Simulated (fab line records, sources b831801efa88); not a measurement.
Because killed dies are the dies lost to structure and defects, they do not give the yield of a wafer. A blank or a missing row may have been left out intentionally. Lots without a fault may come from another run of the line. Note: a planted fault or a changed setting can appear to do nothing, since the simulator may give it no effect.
fab line records -- flow sfq-line
[record] lots = 6, wafers = 18, last-day = 92
route steps=325 shown M5@201 A5B@209 R5@212 I5@228 C5@240 M8@325
lots with no fault: from the same line, run without faults
start-h: hours from the record's opening day to when the first of the lot's shown wafers began -- wait-h: time in hours since the lot's previous step -- " repeats the value in the row above -- L1.1+2: a single row standing in for several wafers -- - no value, or no start was given -- * or withheld: withheld -- < > ~ a bound
route shown NAME@n: NAME is a module with steps in the file, n the number in the route of the first one -- usual: mean and standard deviation over wafers with no fault -- same: alike in all rows -- chamber/n: place in a boat -- sites: per-site readings -- _std_site: the standard deviation of these -- _edge_site: the outer-site mean with the inner-site mean subtracted -- radius-mm: for every site, how far away it sits from the centre of the wafer -- mask NAME#n: copy n -- behind: the last tool/chamber to shape the wafer -- hold: what put the lot on hold/how long, in hours/how the hold closed -- device: the transistor (n, p or np) that didn't switch -- end of line: tests run on the same wafers once the route is complete -- for a step that has no rows: nothing shown but its recipe -- killed: the dies lost at the first sort to structure and to defects; this is not the yield of the wafer -- map: a wafer's dies, x killed, . not, _ none there
set.NAME: setting as actually run; set.NAME@STEP: the setting as run at that earlier step -- model.NAME: the simulator's own value behind a step, which no gauge read
lots at some steps of the route; a table a step, a row a wafer
services: a tool's chamber out of use, with start hour (start-h, from the record's first day; less than 0 if before it), hours out, and reason
[[steps]]
[step SFQ_TRILAYER_M5_LITHO_EXPOSE_124]
[recipe] mask-id = M5, na = 0.6, source-shape = conventional, sigma-outer = 0.65, target-cd-nm = 700, dose-mj = 14.4
[step SFQ_TRILAYER_M5_LITHO_PEB_126]
[recipe] peb-temp-c = 115, peb-time-s = 60, resist = KrF
[step SFQ_TRILAYER_M5_LITHO_DEVELOP_125]
[recipe] time-s = 60, resist = KrF
[step SFQ_M5_OVL_MEAS_932]
[usual] M5_OVL = 0/5.3
lot.wafer,tool,chamber,start-h,wait-h,M5_OVL[nm]
L984.1,overlay-02,-,1428.85,0.1,-9
L984.3,overlay-02,-,1428.85,0.1,-5
L984.4,overlay-02,-,1428.85,0.1,-6
L986.2,overlay-02,-,1432.46,0.1,-1
L986.3,overlay-02,-,1432.46,0.1,-4
L986.6,overlay-02,-,1432.46,0.1,-9
L990.3,overlay-01,-,1444.46,0.1,-8
L990.5,overlay-01,-,1444.46,0.1,-9
L990.6,overlay-01,-,1444.46,0.1,0
L992.1,overlay-02,-,1451.13,0.1,13
L992.3,overlay-02,-,1451.13,0.1,15
L992.4,overlay-02,-,1451.13,0.1,6
L999.3,overlay-01,-,1470.34,0.1,0
L999.4,overlay-01,-,1470.34,0.1,1
L999.6,overlay-01,-,1470.34,0.1,-1
L107.1,overlay-01,-,1617.97,0.1,0
L107.4,overlay-01,-,1617.97,0.1,6
L107.6,overlay-01,-,1617.97,0.1,7
[step SFQ_TRILAYER_M5_BARC_OPEN_METAL_ETCH_161]
[recipe] mask-material = PR, chemistry = O2, target-depth-nm = 125, target = BARC, icp-w = 600, bias-w = 80, pressure-mtorr = 10, time-s = 41.7
[step SFQ_TRILAYER_M5_ETCH_METAL_ETCH_126]
[recipe] target = Nb, stop-on = SiO2, mask-material = PR, over-etch-frac = 0.15, time-s = 203.2, chemistry = Cl2/BCl3, target-depth-nm = 265, icp-w = 600, bias-w = 80, pressure-mtorr = 10
[step SFQ_TRILAYER_M5_STRIP_STRIP_127]
[recipe] gas = O2, power-w = 200, platen-temp-c = 40, overash-fraction = 0.65, chemistry = O2, pressure-mtorr = 50
[step SFQ_TRILAYER_M5_STRIP_SOLV_CLEAN_128]
[recipe] chemistry = NMP, temp-c = 70, time-s = 600
[step SFQ_TRILAYER_A5B_DEP_PECVD_129]
[recipe] material = SiO2, temp-c = 150, time-s = 133.33, pressure-torr = 2.4, rf-w = 183.3, precursor = SiH4/N2O, target-thk-nm = 600
[usual] heater-power-w = 83/17, rf-fwd-power-W = 182.5/0.57, throttle-valve-pct = 24.9/1.8
lot.wafer,tool,chamber,start-h,wait-h,heater-power-w,rf-fwd-power-W,since-wet-clean-h,throttle-valve-pct
L984.1,pecvd-04,0,1429.91,0.0,63,182.4,852,26.0
L984.3,pecvd-04,2,1429.91,0.0,86,182.3,852,25.0
L984.4,pecvd-04,2,1429.91,0.0,87,182.2,-,25.0
L986.2,pecvd-01,2,1433.51,0.0,88,183.3,103,22.9
L986.3,pecvd-01,0,1433.51,0.0,75,183.0,103,23.0
L986.6,pecvd-01,0,1433.51,0.0,79,183.0,-,22.7
L990.3,pecvd-04,0,1445.51,0.0,68,181.4,868,26.5
L990.5,pecvd-04,2,1445.51,0.0,82,182.7,-,25.0
L990.6,pecvd-04,1,1445.51,0.0,61,183.9,-,26.5
L992.1,pecvd-01,1,1452.19,0.0,115,182.2,121,22.3
L992.3,pecvd-01,0,1452.19,0.0,79,182.5,121,22.9
L992.4,pecvd-01,1,1452.19,0.0,116,182.8,-,22.3
L999.3,pecvd-03,0,1471.39,0.0,78,181.6,1263,27.5
L999.4,pecvd-03,1,1471.39,0.0,65,183.1,-,24.3
L999.6,pecvd-03,2,1471.39,0.0,96,181.7,-,26.8
L107.1,pecvd-04,1,1619.03,0.0,61,183.7,1041,26.8
L107.4,pecvd-04,0,1619.03,0.0,74,182.5,-,26.8
L107.6,pecvd-04,2,1619.03,0.0,82,182.3,-,25.3
[step SFQ_TRILAYER_A5B_CMP_CMP_130]
[recipe] stop-on = Nb, down-force-psi = 3, platen-rpm = 60, target-thk-nm = 340.7
[step SFQ_TRILAYER_A5B_METRO_MEASURE_131]
[usual] thk-nm = 339/4.9
lot.wafer,tool,chamber,start-h,wait-h,thk-nm
L984.1,film-metro-01,-,1433.01,1.0,340
L984.3,film-metro-01,-,1433.01,1.0,341
L984.4,film-metro-01,-,1433.01,1.0,343
L986.2,film-metro-01,-,1436.81,2.2,339
L986.3,film-metro-01,-,1436.81,2.2,332
L986.6,film-metro-01,-,1436.81,2.2,345
L990.3,film-metro-04,-,1452.01,2.9,345
L990.5,film-metro-04,-,1452.01,2.9,345
L990.6,film-metro-04,-,1452.01,2.9,339
L992.1,film-metro-01,-,1457.92,2.0,335
L992.3,film-metro-01,-,1457.92,2.0,333
L992.4,film-metro-01,-,1457.92,2.0,336
L999.3,film-metro-02,-,1480.38,2.9,344
L999.4,film-metro-02,-,1480.38,2.9,340
L999.6,film-metro-02,-,1480.38,2.9,342
L107.1,film-metro-02,-,1622.12,2.5,337
L107.4,film-metro-02,-,1622.12,2.5,342
L107.6,film-metro-02,-,1622.12,2.5,337
[step SFQ_TRILAYER_R5_DEP_SPUTTER_132]
[recipe] material = Ti, base-pressure-pa = 1.33e-06, target-thk-nm = 5, power-w = 2000, time-s = 5, chamber-pressure-pa = 0.4
[usual] base-pressure-pa = 1.34e-06/9.4e-08, cathode-dc-power-W = 2000.0/0.33, throttle-valve-pct = 30.2/1.1
lot.wafer,tool,chamber,start-h,wait-h,base-pressure-pa,cathode-dc-power-W,throttle-valve-pct
L984.1,pvd-sputter-06,-,1434.21,1.0,1.39e-06,1999.3,28.9
L984.3,pvd-sputter-06,-,1434.21,1.0,1.5e-06,1999.9,31.1
L984.4,pvd-sputter-06,-,1434.21,1.0,1.4e-06,1999.8,28.8
L986.2,pvd-sputter-05,-,1437.81,0.8,1.42e-06,1999.8,30.2
L986.3,pvd-sputter-05,-,1437.81,0.8,1.33e-06,2000.2,31.1
L986.6,pvd-sputter-05,-,1437.81,0.8,1.3e-06,2000.3,28.4
L990.3,pvd-sputter-05,-,1452.81,0.6,1.32e-06,2000.5,30.9
L990.5,pvd-sputter-05,-,1452.81,0.6,1.26e-06,1999.9,30.8
L990.6,pvd-sputter-05,-,1452.81,0.6,1.24e-06,1999.9,28.8
L992.1,pvd-sputter-05,-,1459.12,1.0,1.44e-06,1999.5,27.9
L992.3,pvd-sputter-05,-,1459.12,1.0,1.32e-06,1999.5,31.2
L992.4,pvd-sputter-05,-,1459.12,1.0,1.33e-06,2000.4,30.0
L999.3,pvd-sputter-06,-,1481.18,0.6,1.44e-06,1999.6,28.7
L999.4,pvd-sputter-06,-,1481.18,0.6,1.41e-06,1999.7,30.2
L999.6,pvd-sputter-06,-,1481.18,0.6,1.21e-06,1999.9,29.0
L107.1,pvd-sputter-06,-,1623.32,1.0,1.45e-06,2000.0,28.8
L107.4,pvd-sputter-06,-,1623.32,1.0,1.41e-06,1999.9,28.9
L107.6,pvd-sputter-06,-,1623.32,1.0,1.35e-06,2000.1,28.5
[step SFQ_TRILAYER_R5_DEP_SPUTTER_133]
[recipe] material = MoNx, base-pressure-pa = 1.33e-06, target-thk-nm = 40, power-w = 1000, time-s = 66.7, chamber-pressure-pa = 0.4
[usual] base-pressure-pa = 1.33e-06/8.9e-08, cathode-dc-power-W = 999.99/0.2, throttle-valve-pct = 30.2/1.1
lot.wafer,tool,chamber,start-h,wait-h,base-pressure-pa,cathode-dc-power-W,throttle-valve-pct,model.MoNx_of_TRILAYER_R5_DEP_SPUTTER_133.thk-nm
L984.1,pvd-sputter-06,-,1434.22,0.0,1.36e-06,999.77,29.0,40
L984.3,pvd-sputter-06,-,1434.22,0.0,1.3e-06,1000.4,31.3,39.31
L984.4,pvd-sputter-06,-,1434.22,0.0,1.25e-06,999.94,28.8,40.36
L986.2,pvd-sputter-05,-,1437.82,0.0,1.3e-06,1000.1,30.3,40.45
L986.3,pvd-sputter-05,-,1437.82,0.0,1.29e-06,1000.1,30.9,40.68
L986.6,pvd-sputter-05,-,1437.82,0.0,1.35e-06,999.94,28.2,40.96
L990.3,pvd-sputter-05,-,1452.82,0.0,1.42e-06,1044.0,31.0,41.65
L990.5,pvd-sputter-05,-,1452.82,0.0,1.31e-06,1044.2,30.8,41.71
L990.6,pvd-sputter-05,-,1452.82,0.0,1.42e-06,1044.0,28.2,41.63
L992.1,pvd-sputter-05,-,1459.14,0.0,1.28e-06,1043.7,28.0,42.51
L992.3,pvd-sputter-05,-,1459.14,0.0,1.35e-06,1044.2,31.1,42.54
L992.4,pvd-sputter-05,-,1459.14,0.0,1.4e-06,1043.9,30.1,42.16
L999.3,pvd-sputter-06,-,1481.20,0.0,1.46e-06,1000.2,28.9,39.66
L999.4,pvd-sputter-06,-,1481.20,0.0,1.44e-06,1000.3,30.1,40.1
L999.6,pvd-sputter-06,-,1481.20,0.0,1.23e-06,999.94,28.8,39.89
L107.1,pvd-sputter-06,-,1623.34,0.0,1.43e-06,1000.0,28.8,40.29
L107.4,pvd-sputter-06,-,1623.34,0.0,1.36e-06,999.88,28.9,40.13
L107.6,pvd-sputter-06,-,1623.34,0.0,1.34e-06,1000.1,29.0,40.37
[step SFQ_TRILAYER_R5_DEP_SPUTTER_134]
[recipe] material = Ti, base-pressure-pa = 1.33e-06, target-thk-nm = 5, power-w = 2000, time-s = 5, chamber-pressure-pa = 0.4
[step SFQ_R5_RS_MEAS_933]
[recipe] thk-meas-gauge = four-point-probe, reads = Ti_of_TRILAYER_R5_DEP_SPUTTER_134+MoNx_of_TRILAYER_R5_DEP_SPUTTER_133+Ti_of_TRILAYER_R5_DEP_SPUTTER_132
[usual] R5_MONX_RS = 7.04/0.086
lot.wafer,tool,chamber,start-h,wait-h,R5_MONX_RS[ohm/sq]
L984.1,film-metro-03,-,1434.30,0.0,7.08
L984.3,film-metro-03,-,1434.30,0.0,7.18
L984.4,film-metro-03,-,1434.30,0.0,7.01
L986.2,film-metro-03,-,1437.92,0.0,7.00
L986.3,film-metro-03,-,1437.92,0.0,6.95
L986.6,film-metro-03,-,1437.92,0.0,6.89
L990.3,film-metro-01,-,1452.94,0.0,6.78
L990.5,film-metro-01,-,1452.94,0.0,6.77
L990.6,film-metro-01,-,1452.94,0.0,6.78
L992.1,film-metro-02,-,1459.22,0.0,6.63
L992.3,film-metro-02,-,1459.22,0.0,6.67
L992.4,film-metro-02,-,1459.22,0.0,6.70
L999.3,film-metro-03,-,1481.31,0.0,7.13
L999.4,film-metro-03,-,1481.31,0.0,7.03
L999.6,film-metro-03,-,1481.31,0.0,7.09
L107.1,film-metro-01,-,1623.42,0.0,7.02
L107.4,film-metro-01,-,1623.42,0.0,7.04
L107.6,film-metro-01,-,1623.42,0.0,7.00
[step SFQ_R5_THK_MEAS_934]
[recipe] thk-meas-gauge = xrf, reads = MoNx_of_TRILAYER_R5_DEP_SPUTTER_133
[usual] R5_MONX_THK = 39.9/0.61
lot.wafer,tool,chamber,start-h,wait-h,R5_MONX_THK[nm]
L984.1,film-metro-03,-,1434.42,0.1,39.3
L984.3,film-metro-03,-,1434.42,0.1,38.8
L984.4,film-metro-03,-,1434.42,0.1,39.8
L986.2,film-metro-03,-,1438.03,0.1,40.1
L986.3,film-metro-03,-,1438.03,0.1,40.0
L986.6,film-metro-03,-,1438.03,0.1,40.6
L990.3,film-metro-01,-,1453.04,0.1,42.0
L990.5,film-metro-01,-,1453.04,0.1,41.8
L990.6,film-metro-01,-,1453.04,0.1,41.8
L992.1,film-metro-02,-,1459.34,0.1,42.9
L992.3,film-metro-02,-,1459.34,0.1,43.0
L992.4,film-metro-02,-,1459.34,0.1,42.5
L999.3,film-metro-03,-,1481.41,0.1,39.3
L999.4,film-metro-03,-,1481.41,0.1,39.7
L999.6,film-metro-03,-,1481.41,0.1,39.5
L107.1,film-metro-01,-,1623.54,0.1,40.7
L107.4,film-metro-01,-,1623.54,0.1,40.4
L107.6,film-metro-01,-,1623.54,0.1,40.6
[step SFQ_TRILAYER_R5_LITHO_COAT_141]
[recipe] resist = BARC, spin-rpm = 3000, resist-thk-nm = 62
[step SFQ_TRILAYER_R5_LITHO_COAT_136]
[recipe] resist = KrF, spin-rpm = 3000, resist-thk-nm = 600
[step SFQ_TRILAYER_R5_LITHO_SOFTBAKE_140]
[recipe] temp-c = withheld, time-s = withheld, resist = KrF
[step SFQ_TRILAYER_R5_LITHO_EXPOSE_137]
[recipe] mask-id = R5, na = 0.6, source-shape = conventional, sigma-outer = 0.65, target-cd-nm = 500, dose-mj = 14.4
[step SFQ_TRILAYER_R5_LITHO_PEB_139]
[recipe] peb-temp-c = 115, peb-time-s = 60, resist = KrF
[step SFQ_TRILAYER_R5_LITHO_DEVELOP_138]
[recipe] time-s = 60, resist = KrF
[step SFQ_R5_OVL_MEAS_935]
[usual] R5_OVL = -4/5.9
lot.wafer,tool,chamber,start-h,wait-h,R5_OVL[nm]
L984.1,overlay-02,-,1436.85,0.1,-17
L984.3,overlay-02,-,1436.85,0.1,-16
L984.4,overlay-02,-,1436.85,0.1,-12
L986.2,overlay-01,-,1440.98,0.1,0
L986.3,overlay-01,-,1440.98,0.1,0
L986.6,overlay-01,-,1440.98,0.1,-1
L990.3,overlay-02,-,1573.33,0.1,-7
L990.5,overlay-02,-,1573.33,0.1,-3
L990.6,overlay-02,-,1573.33,0.1,-14
L992.1,overlay-01,-,1580.52,0.1,8
L992.3,overlay-01,-,1580.52,0.1,1
L992.4,overlay-01,-,1580.52,0.1,3
L999.3,overlay-02,-,1594.93,0.1,-8
L999.4,overlay-02,-,1594.93,0.1,-8
L999.6,overlay-02,-,1594.93,0.1,-7
L107.1,overlay-02,-,1736.63,0.1,-6
L107.4,overlay-02,-,1736.63,0.1,1
L107.6,overlay-02,-,1736.63,0.1,-1
[step SFQ_TRILAYER_R5_BARC_OPEN_METAL_ETCH_177]
[recipe] mask-material = PR, chemistry = O2, target-depth-nm = 125, target = BARC, icp-w = 600, bias-w = 80, pressure-mtorr = 10, time-s = 41.7
[step SFQ_TRILAYER_R5_ETCH_METAL_ETCH_139]
[recipe] stop-on = SiO2, mask-material = PR, chemistry = Cl2, target-depth-nm = 60, icp-w = 600, bias-w = 80, pressure-mtorr = 10, time-s = 40
[usual] chamber-pressure-mTorr = 10.001/0.0098, drypump-motor-current-A = 5.89/0.27, oes-product-au = 0.990/0.0058, rf-fwd-power-W = 593.3/1.9
lot.wafer,tool,chamber,start-h,wait-h,chamber-pressure-mTorr,drypump-motor-current-A,oes-product-au,rf-fwd-power-W,rf-hours-counter-h
L984.1,rie-metal-04,0,1436.95,0.0,10.003,5.77,0.986,594.4,36
L984.3,rie-metal-04,0,1436.95,0.0,10.006,5.78,0.984,592.5,-
L984.4,rie-metal-04,1,1436.95,0.0,10.018,6.17,0.996,593.2,-
L986.2,rie-metal-02,0,1441.07,0.0,10.009,5.46,0.983,591.4,118
L986.3,rie-metal-02,1,1441.07,0.0,10.004,6.30,1.000,591.3,-
L986.6,rie-metal-02,0,1441.07,0.0,10.008,5.47,0.987,594.1,-
L990.3,rie-metal-03,0,1573.43,0.0,10.013,5.88,0.996,593.4,-
L990.5,rie-metal-03,1,1573.43,0.0,10.006,5.76,0.991,595.5,-
L990.6,rie-metal-03,0,1573.43,0.0,9.986,5.89,0.989,591.3,-
L992.1,rie-metal-04,0,1580.61,0.0,10.009,5.77,0.990,595.2,55
L992.3,rie-metal-04,0,1580.61,0.0,9.981,5.77,0.993,591.6,-
L992.4,rie-metal-04,1,1580.61,0.0,10.012,6.24,0.988,592.5,-
L999.3,rie-metal-02,1,1595.03,0.0,9.980,6.32,0.985,592.0,-
L999.4,rie-metal-02,0,1595.03,0.0,10.005,5.48,0.986,591.2,-
L999.6,rie-metal-02,0,1595.03,0.0,9.996,5.49,0.987,592.6,-
L107.1,rie-metal-04,1,1736.73,0.0,9.997,6.17,0.984,594.8,45
L107.4,rie-metal-04,1,1736.73,0.0,10.005,6.14,0.983,593.4,-
L107.6,rie-metal-04,0,1736.73,0.0,9.991,5.77,0.971,595.4,-
[step SFQ_TRILAYER_R5_STRIP_STRIP_140]
[recipe] gas = O2, power-w = 200, platen-temp-c = 40, overash-fraction = 0.65, chemistry = O2, pressure-mtorr = 50
[step SFQ_TRILAYER_R5_STRIP_SOLV_CLEAN_141]
[recipe] chemistry = NMP, temp-c = 70, time-s = 600
[step SFQ_TRILAYER_A5C_DEP_PECVD_142]
[recipe] material = SiO2, temp-c = 150, time-s = 15.556, pressure-torr = 2.4, rf-w = 183.3, precursor = SiH4/N2O, target-thk-nm = 70
[step SFQ_TRILAYER_I5_LITHO_COAT_149]
[recipe] resist = BARC, spin-rpm = 3000, resist-thk-nm = 62
[step SFQ_TRILAYER_I5_LITHO_COAT_144]
[recipe] resist = KrF, spin-rpm = 3000, resist-thk-nm = 650
[step SFQ_TRILAYER_I5_LITHO_SOFTBAKE_148]
[recipe] temp-c = withheld, time-s = withheld, resist = KrF
[step SFQ_TRILAYER_I5_LITHO_EXPOSE_145]
[recipe] mask-id = I5, na = 0.6, source-shape = conventional, sigma-outer = 0.65, target-cd-nm = 700, dose-mj = 21.3
[step SFQ_TRILAYER_I5_LITHO_PEB_147]
[recipe] peb-temp-c = 115, peb-time-s = 60, resist = KrF
[step SFQ_TRILAYER_I5_LITHO_DEVELOP_146]
[recipe] time-s = 60, resist = KrF
[step SFQ_I5_OVL_MEAS_936]
[usual] I5_OVL = 0/5.8
lot.wafer,tool,chamber,start-h,wait-h,I5_OVL[nm]
L984.1,overlay-02,-,1558.92,0.1,-8
L984.3,overlay-02,-,1558.92,0.1,-1
L984.4,overlay-02,-,1558.92,0.1,1
L986.2,overlay-01,-,1564.92,0.1,-1
L986.3,overlay-01,-,1564.92,0.1,2
L986.6,overlay-01,-,1564.92,0.1,2
L990.3,overlay-02,-,1576.53,0.1,-4
L990.5,overlay-02,-,1576.53,0.1,-8
L990.6,overlay-02,-,1576.53,0.1,-7
L992.1,overlay-01,-,1583.74,0.1,8
L992.3,overlay-01,-,1583.74,0.1,5
L992.4,overlay-01,-,1583.74,0.1,8
L999.3,overlay-02,-,1598.26,0.1,0
L999.4,overlay-02,-,1598.26,0.1,-2
L999.6,overlay-02,-,1598.26,0.1,-8
L107.1,overlay-01,-,1843.99,0.1,3
L107.4,overlay-01,-,1843.99,0.1,1
L107.6,overlay-01,-,1843.99,0.1,1
[step SFQ_TRILAYER_I5_BARC_OPEN_VIA_ETCH_200]
[recipe] mask-material = PR, chemistry = O2, target-depth-nm = 125, target = BARC, source-w = 500, bias-w = 80, pressure-mtorr = 30, time-s = 41.7
[usual] chamber-pressure-mTorr = 30.00/0.042, drypump-motor-current-A = 5.7/0.36, oes-product-au = 0.685/0.005, rf-fwd-power-W = 495.1/1.7
lot.wafer,tool,chamber,start-h,wait-h,chamber-pressure-mTorr,drypump-motor-current-A,oes-product-au,rf-fwd-power-W,rf-hours-counter-h
L984.1,rie-diel-04,0,1558.95,0.0,30.01,5.9,0.691,492.0,18
L984.3,rie-diel-04,2,1558.95,0.0,29.98,5.5,0.694,494.3,18
L984.4,rie-diel-04,3,1558.95,0.0,30.01,5.6,0.688,494.5,16
L986.2,rie-diel-02,0,1564.95,0.0,29.95,5.6,0.684,496.4,3
L986.3,rie-diel-02,2,1564.95,0.0,30.01,6.0,0.693,492.2,11
L986.6,rie-diel-02,3,1564.95,0.0,30.01,5.6,0.685,494.5,-
L990.3,rie-diel-04,3,1576.56,0.0,30.00,5.6,0.682,496.9,16
L990.5,rie-diel-04,3,1576.56,0.0,30.00,5.6,0.692,497.9,-
L990.6,rie-diel-04,1,1576.56,0.0,30.00,5.3,0.679,495.4,-
L992.1,rie-diel-02,2,1583.77,0.0,29.98,6.0,0.686,496.2,11
L992.3,rie-diel-02,3,1583.77,0.0,30.03,5.6,0.679,494.5,3
L992.4,rie-diel-02,0,1583.77,0.0,29.99,5.6,0.686,495.8,3
L999.3,rie-diel-01,3,1598.28,0.0,30.02,6.7,0.694,493.7,16
L999.4,rie-diel-01,0,1598.28,0.0,30.02,5.6,0.689,493.5,18
L999.6,rie-diel-01,3,1598.28,0.0,30.03,6.7,0.684,492.9,-
L107.1,rie-diel-04,3,1844.03,0.0,29.98,5.6,0.689,493.5,1
L107.4,rie-diel-04,0,1844.03,0.0,29.99,5.9,0.687,495.2,-
L107.6,rie-diel-04,3,1844.03,0.0,29.99,5.6,0.697,494.8,-
[step SFQ_TRILAYER_I5_ETCH_VIA_ETCH_147]
[recipe] stop-on = Nb, mask-material = PR, chemistry = CHF3, target-depth-nm = 360, source-w = 500, bias-w = 80, pressure-mtorr = 30, time-s = withheld
[step SFQ_TRILAYER_I5_STRIP_STRIP_148]
[recipe] gas = O2, power-w = 200, platen-temp-c = 40, overash-fraction = 0.65, chemistry = O2, pressure-mtorr = 50
[step SFQ_TRILAYER_I5_STRIP_SOLV_CLEAN_149]
[recipe] chemistry = NMP, temp-c = 70, time-s = 600
[step SFQ_TRILAYER_C5_LITHO_COAT_156]
[recipe] resist = BARC, spin-rpm = 3000, resist-thk-nm = 62
[step SFQ_TRILAYER_C5_LITHO_COAT_151]
[recipe] resist = KrF, spin-rpm = 3000, resist-thk-nm = 650
[step SFQ_TRILAYER_C5_LITHO_SOFTBAKE_155]
[recipe] temp-c = withheld, time-s = withheld, resist = KrF
[step SFQ_M8_BOW_MEAS_951]
[recipe] mode = bow
[usual] M8_BOW = 7/11
lot.wafer,tool,chamber,start-h,wait-h,M8_BOW[um],model.etest.r5.ohm-um,model.etest.r5.ohm-sq,model.etest.c5.link-ohm
L984.1,film-metro-04,-,1897.03,0.0,13,14.17,7.055,8.005
L984.3,film-metro-04,-,1897.03,0.0,19,14.42,7.178,8.127
L984.4,film-metro-04,-,1897.03,0.0,13,13.99,6.992,7.954
L986.2,film-metro-03,-,1914.28,0.0,1,13.92,6.976,7.928
L986.3,film-metro-03,-,1914.28,0.0,-6,13.85,6.937,7.883
L986.6,film-metro-03,-,1914.28,0.0,-4,13.76,6.89,7.844
L990.3,film-metro-02,-,1948.75,0.0,17,13.56,6.776,7.727
L990.5,film-metro-02,-,1948.75,0.0,13,13.53,6.766,7.718
L990.6,film-metro-02,-,1948.75,0.0,4,13.59,6.779,7.737
L992.1,film-metro-02,-,1959.76,0.0,16,13.29,6.639,7.589
L992.3,film-metro-02,-,1959.76,0.0,12,13.32,6.635,7.592
L992.4,film-metro-02,-,1959.76,0.0,12,13.38,6.693,7.651
L999.3,film-metro-02,-,2060.23,0.0,8,14.24,7.115,8.083
L999.4,film-metro-02,-,2060.23,0.0,16,14.11,7.038,7.987
L999.6,film-metro-02,-,2060.23,0.0,14,14.17,7.075,8.025
L107.1,film-metro-03,-,2204.64,0.0,-2,13.97,7.003,7.96
L107.4,film-metro-03,-,2204.64,0.0,-14,14.03,7.032,7.992
L107.6,film-metro-03,-,2204.64,0.0,-13,13.97,6.99,7.958
[[services]]
tool,chamber,start-h,hours,kind
rie-diel-04,0,1406.00,1.3,repair
rie-diel-04,3,1406.67,4.9,repair
rie-diel-04,0,1412.35,1.2,repair
rie-diel-04,3,1413.29,16.6,repair
film-metro-01,-,1416.00,0.6,pm
pecvd-04,-,1434.15,5.5,pm
rie-metal-04,-,1447.71,1.4,pm
film-metro-01,-,1464.94,0.6,pm
rie-diel-04,0,1478.91,6.4,repair
pvd-sputter-06,-,1515.53,3.4,repair
rie-diel-04,1,1528.30,10.6,repair
pvd-sputter-06,-,1551.69,1.8,repair
pvd-sputter-06,-,1554.56,5.6,repair
pvd-sputter-05,-,1556.15,9.3,repair
rie-diel-04,3,1586.21,1.8,repair
film-metro-01,-,1586.60,0.2,pm
pvd-sputter-06,-,1594.89,11.3,repair
rie-metal-04,0,1605.45,19.5,repair
rie-diel-04,-,1614.74,0.4,repair
pvd-sputter-06,-,1685.56,5.7,repair
pvd-sputter-06,-,1756.33,2.6,repair
pvd-sputter-05,-,1770.10,8.3,repair
pvd-sputter-05,-,1802.80,0.5,repair
pvd-sputter-06,-,1803.17,2.3,repair
[[key]]
[first-sign] step = SFQ_TRILAYER_R5_DEP_SPUTTER_133, reading = cathode-dc-power-W, direction = up, sigmas = 99+, usual = 999.99, struck = 1044.0
[effect] step = SFQ_R5_RS_MEAS_933, reading = R5_MONX_RS, direction = down, sigmas = 3.8, usual = 7.04, struck = 6.72
[effect] step = SFQ_R5_THK_MEAS_934, reading = R5_MONX_THK, direction = up, sigmas = 3.9, usual = 39.9, struck = 42.3
[model-effect] step = SFQ_TRILAYER_R5_DEP_SPUTTER_133, value = MoNx_of_TRILAYER_R5_DEP_SPUTTER_133.thk-nm, without = 40.27, struck = 42.03
[model-effect] step = SFQ_M8_BOW_MEAS_951, value = etest.r5.ohm-um, without = 14.03, struck = 13.44
met-at SFQ_TRILAYER_R5_DEP_SPUTTER_133
struck-wafers L990.3,L990.5,L990.6,L992.1,L992.3,L992.4
onset-between 1437.82 1452.82
[fault] kind = process-parameter-drift, tool = pvd-sputter-05, chamber = -, onset-h = 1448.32, steps = SFQ_TRILAYER_R5_DEP_SPUTTER_133, channel = power-w, offset = 43.96, shape = step, end-h = 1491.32, acts-in = these-recipes-only, stated = 1000
